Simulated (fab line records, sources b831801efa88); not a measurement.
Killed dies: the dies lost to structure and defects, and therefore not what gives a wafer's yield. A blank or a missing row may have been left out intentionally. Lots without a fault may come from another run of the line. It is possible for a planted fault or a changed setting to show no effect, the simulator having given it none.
Matching of chambers :: flow gf180mcu :: GF_M5_ETCH_09 on rieDiel-02: 4 sister chambers
The step etches Si3N4 in CF4/O2, target depth 52 nm, time 11.6 s. 4 wafers are shown with their chamber, then 8 later ones without.

## WAFERS PAIRED WITH THEIR CHAMBERS
wafer: L355.1
chamber: 2
drypumpMotorCurrentA (A): 5.9

wafer: L357.4
chamber: 3
drypumpMotorCurrentA (A): 5.1

wafer: L357.5
chamber: 1
drypumpMotorCurrentA (A): 5.6

wafer: L358.1
chamber: 0
drypumpMotorCurrentA (A): 5.1

## WAFERS WHOSE CHAMBER IS MISSING
wafer: L358.3
drypumpMotorCurrentA (A): 5.9

wafer: L358.6
drypumpMotorCurrentA (A): 5.6

wafer: L364.1
drypumpMotorCurrentA (A): 5.9

wafer: L364.2
drypumpMotorCurrentA (A): 5.1

wafer: L364.5
drypumpMotorCurrentA (A): 5.1

wafer: L365.2
drypumpMotorCurrentA (A): 5.7

wafer: L365.3
drypumpMotorCurrentA (A): 5.1

wafer: L365.4
drypumpMotorCurrentA (A): 5.1

## WHICH CHAMBER EACH ONE RAN IN
wafer: L358.3
from the rows above: 2
in truth: 2

wafer: L358.6
from the rows above: 1
in truth: 1

wafer: L364.1
from the rows above: 2
in truth: 2

wafer: L364.2
from the rows above: can't be placed: 0 or 3
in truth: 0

wafer: L364.5
from the rows above: can't be placed: 0 or 3
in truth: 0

wafer: L365.2
from the rows above: 1
in truth: 1

wafer: L365.3
from the rows above: can't be placed: 0 or 3
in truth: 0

wafer: L365.4
from the rows above: can't be placed: 0 or 3
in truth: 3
4 of 8 placed correctly. Can't be placed from these rows: 4 (the true chamber is among the candidates in 4). 0 placed wrongly.
How it was worked out, from the rows above alone: a wafer's distance from a chamber is the root of the sum, over the readings, of the square of ((its reading less the chamber's mean) divided by the reading's scatter). The wafer belongs to the nearest chamber; if the next one is less than 2 further off, it can't be placed. For every chamber, the mean is computed from those of its wafers that are shown. The scatter (one wafer shown for each chamber): square how far every hidden wafer sits from the nearest shown wafer, average those squares and take the square root.
